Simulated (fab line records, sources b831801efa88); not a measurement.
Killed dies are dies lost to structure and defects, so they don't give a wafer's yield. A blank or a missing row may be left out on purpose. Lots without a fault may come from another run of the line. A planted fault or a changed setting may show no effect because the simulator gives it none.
Which tool did it? | flow gf180mcu | 11 lots, 33 wafers sampled, at 6 steps of a route of 602

WHAT THE GAUGES READ, wafer by wafer
GF_MIM_RS_MEAS_10: measures by four-point-probe. Usual: MIM_ALCU_RS 0.1605 ohm/sq, standard deviation 0.002.
lot  | measured     | on            | MIM_ALCU_RS (ohm/sq)                      | flag
L514 | day 24 10:07 | film_metro-01 | 0.1579 0.1590 0.1589                      |
L517 | day 25 18:29 | film_metro-02 | 0.1623 0.1642 0.1621                      |
L520 | day 26 15:17 | film_metro-02 | 0.1597 0.1571 0.1586                      |
L524 | day 27 22:37 | film_metro-02 | 0.1594 0.1615 0.1594                      |
L526 | day 28 09:19 | film_metro-02 | 0.1671 0.1709 0.1706 0.1669 0.1708 0.1709 | OFF
L528 | day 29 00:28 | film_metro-04 | 0.1689 0.1690 0.1721 0.1691 0.1693 0.1718 | OFF
L530 | day 29 13:07 | film_metro-01 | 0.1622 0.1615 0.1617                      |
L531 | day 29 18:41 | film_metro-04 | 0.1622 0.1606 0.1625                      |
L532 | day 30 06:17 | film_metro-04 | 0.1601 0.1620 0.1652                      |
L533 | day 30 09:40 | film_metro-01 | 0.1617 0.1580 0.1612                      |
L536 | day 31 03:59 | film_metro-02 | 0.1606 0.1600 0.1603                      |

GF_MIM_THK_MEAS_11: measures by xrf. Usual: MIM_ALCU_THK 198.8 nm, standard deviation 2.4.
lot  | measured     | on            | MIM_ALCU_THK (nm)                   | flag
L514 | day 24 10:13 | film_metro-01 | 202.2 200.0 201.0                   |
L517 | day 25 18:35 | film_metro-02 | 196.8 194.0 195.9                   |
L520 | day 26 15:24 | film_metro-02 | 197.6 201.7 199.6                   |
L524 | day 27 22:44 | film_metro-02 | 201.2 198.5 200.2                   |
L526 | day 28 13:55 | film_metro-02 | 191.6 187.5 187.0 191.9 186.8 187.7 | OFF
L528 | day 29 05:44 | film_metro-04 | 192.2 190.8 188.8 191.1 191.9 188.7 | OFF
L530 | day 29 13:14 | film_metro-01 | 197.2 198.4 198.2                   |
L531 | day 29 18:49 | film_metro-04 | 197.8 199.5 196.7                   |
L532 | day 30 06:24 | film_metro-04 | 198.6 196.3 192.9                   |
L533 | day 30 09:45 | film_metro-01 | 197.6 201.5 198.5                   |
L536 | day 31 04:07 | film_metro-02 | 198.4 198.8 199.9                   |

WHICH TOOL RAN EACH LOT (tool, then ch and the chambers of the sampled wafers, then the start)
lot  | GF_V4_CVD_23                  | GF_MIM_SPUTTER_00            | GF_MIM_SPUTTER_04            | GF_MIM_SPUTTER_08
L514 | cvd_w-02 ch 0,1, day 24 09:05 | pvd_sputter-01, day 24 09:41 | pvd_sputter-01, day 24 09:52 | pvd_sputter-04, day 24 10:02
L517 | cvd_w-02 ch 1, day 25 17:25   | pvd_sputter-04, day 25 18:01 | pvd_sputter-04, day 25 18:12 | pvd_sputter-01, day 25 18:22
L520 | cvd_w-02 ch 0,1, day 26 14:16 | pvd_sputter-01, day 26 14:51 | pvd_sputter-01, day 26 15:02 | pvd_sputter-02, day 26 15:13
L524 | cvd_w-02 ch 0,1, day 27 21:37 | pvd_sputter-04, day 27 22:12 | pvd_sputter-04, day 27 22:23 | pvd_sputter-01, day 27 22:34
L526 | cvd_w-01 ch 0,1, day 28 08:19 | pvd_sputter-02, day 28 08:54 | pvd_sputter-02, day 28 09:05 | pvd_sputter-01, day 28 09:16
L528 | cvd_w-01 ch 0,1, day 28 23:28 | pvd_sputter-04, day 29 00:03 | pvd_sputter-04, day 29 00:14 | pvd_sputter-01, day 29 00:25
L530 | cvd_w-01 ch 0,1, day 29 12:07 | pvd_sputter-01, day 29 12:42 | pvd_sputter-01, day 29 12:53 | pvd_sputter-02, day 29 13:04
L531 | cvd_w-02 ch 0,1, day 29 17:41 | pvd_sputter-01, day 29 18:16 | pvd_sputter-01, day 29 18:28 | pvd_sputter-02, day 29 18:38
L532 | cvd_w-01 ch 0, day 30 04:54   | pvd_sputter-01, day 30 05:52 | pvd_sputter-01, day 30 06:03 | pvd_sputter-02, day 30 06:14
L533 | cvd_w-01 ch 0, day 30 08:35   | pvd_sputter-04, day 30 09:11 | pvd_sputter-04, day 30 09:22 | pvd_sputter-02, day 30 09:32
L536 | cvd_w-02 ch 0,1, day 31 02:59 | pvd_sputter-02, day 31 03:35 | pvd_sputter-02, day 31 03:46 | pvd_sputter-01, day 31 03:56
- GF_V4_CVD_23: deposits W, target thk 350 nm, time 104.9 s.
- GF_MIM_SPUTTER_00: material Ti, target thk 37.5 nm, time 150 s.
- GF_MIM_SPUTTER_04: material TiN, target thk 50 nm, time 41.7 s.
- GF_MIM_SPUTTER_08: material AlCu, target thk 200 nm, time 10.6 s.

WHAT THE TOOLS THEMSELVES READ (means of the sampled wafers that have a number; where no wafer has one, the mark that the record gives instead)
GF_V4_CVD_23. Usual: heater_power_w 878 W, standard deviation 75.
lot  | tool     | heater_power_w (W) | flag
L514 | cvd_w-02 | 806                |
L517 | cvd_w-02 | 839                |
L520 | cvd_w-02 | 816                |
L524 | cvd_w-02 | 834                |
L526 | cvd_w-01 | 951                |
L528 | cvd_w-01 | 941                |
L530 | cvd_w-01 | 944                |
L531 | cvd_w-02 | 807                |
L532 | cvd_w-01 | 851                |
L533 | cvd_w-01 | 845                |
L536 | cvd_w-02 | 828                |

GF_MIM_SPUTTER_00. Usual: chamber_pressure_pa 2.000 Pa, standard deviation 0.0039; throttle_valve_pct 30.3 %, standard deviation 1.1.
lot  | tool           | chamber_pressure_pa (Pa) | throttle_valve_pct (%) | flag
L514 | pvd_sputter-01 | 2.001                    | 29.8                   |
L517 | pvd_sputter-04 | 2.004                    | 30.5                   |
L520 | pvd_sputter-01 | 1.998                    | 30.8                   |
L524 | pvd_sputter-04 | 2.006                    | 29.5                   |
L526 | pvd_sputter-02 | 1.992                    | 31.3                   |
L528 | pvd_sputter-04 | 1.997                    | 31.0                   |
L530 | pvd_sputter-01 | 2.005                    | 30.3                   |
L531 | pvd_sputter-01 | 1.998                    | 30.2                   |
L532 | pvd_sputter-01 | 1.998                    | 30.4                   |
L533 | pvd_sputter-04 | 2.001                    | 30.8                   |
L536 | pvd_sputter-02 | 1.999                    | 29.9                   |

GF_MIM_SPUTTER_04. Usual: chamber_pressure_pa 0.4000 Pa, standard deviation 0.00076; throttle_valve_pct 30.3 %, standard deviation 1.1.
lot  | tool           | chamber_pressure_pa (Pa) | throttle_valve_pct (%) | flag
L514 | pvd_sputter-01 | 0.3997                   | 29.9                   |
L517 | pvd_sputter-04 | 0.3998                   | 30.5                   |
L520 | pvd_sputter-01 | 0.3997                   | 30.9                   |
L524 | pvd_sputter-04 | 0.3995                   | 29.5                   |
L526 | pvd_sputter-02 | 0.4004                   | 31.3                   |
L528 | pvd_sputter-04 | 0.3994                   | 31.0                   |
L530 | pvd_sputter-01 | 0.4002                   | 30.5                   |
L531 | pvd_sputter-01 | 0.4003                   | 30.3                   |
L532 | pvd_sputter-01 | 0.3993                   | 30.3                   |
L533 | pvd_sputter-04 | 0.3994                   | 30.7                   |
L536 | pvd_sputter-02 | 0.4003                   | 30.1                   |

GF_MIM_SPUTTER_08. Usual: chamber_pressure_pa 0.4000 Pa, standard deviation 0.00087; throttle_valve_pct 30.3 %, standard deviation 1.
lot  | tool           | chamber_pressure_pa (Pa) | throttle_valve_pct (%) | flag
L514 | pvd_sputter-04 | 0.4002                   | 30.9                   |
L517 | pvd_sputter-01 | 0.4003                   | 30.2                   |
L520 | pvd_sputter-02 | 0.3997                   | 30.2                   |
L524 | pvd_sputter-01 | 0.3995                   | 30.9                   |
L526 | pvd_sputter-01 | 0.4716                   | 27.6                   | OFF
L528 | pvd_sputter-01 | 0.4705                   | 27.3                   | OFF
L530 | pvd_sputter-02 | 0.3999                   | 31.2                   |
L531 | pvd_sputter-02 | 0.4003                   | 29.4                   |
L532 | pvd_sputter-02 | 0.3996                   | 30.2                   |
L533 | pvd_sputter-02 | 0.3995                   | 30.4                   |
L536 | pvd_sputter-01 | 0.3996                   | 31.2                   |

THE ANSWER, worked out from the rows above alone
Rule: a lot is off if the mean of its wafers that have a number lies more than 3 standard deviations from the usual mean. A lot without any number at a reading at which 4 lots or more have one is off too. The other lots that the step has rows for count as sound. The gauges are gone through in route order, then the tools' own readings, and for those a lot's mean is taken as printed above. The first step at which some lot is off is used, and at that step the reading that is off furthest; a lot without a number counts as furthest.
Off: L526, L528, at GF_MIM_RS_MEAS_10 (MIM_ALCU_RS).
A tool fits if, at a process step before that reading, it ran every lot that is off, and no sound lot after the first of them. The gauges at GF_MIM_RS_MEAS_10 aren't tried: what is off there is off at GF_MIM_SPUTTER_08 too, on other tools, and a gauge's error can't cause that. None of those tried fits.

WHAT THE SIMULATOR HAD PUT IN
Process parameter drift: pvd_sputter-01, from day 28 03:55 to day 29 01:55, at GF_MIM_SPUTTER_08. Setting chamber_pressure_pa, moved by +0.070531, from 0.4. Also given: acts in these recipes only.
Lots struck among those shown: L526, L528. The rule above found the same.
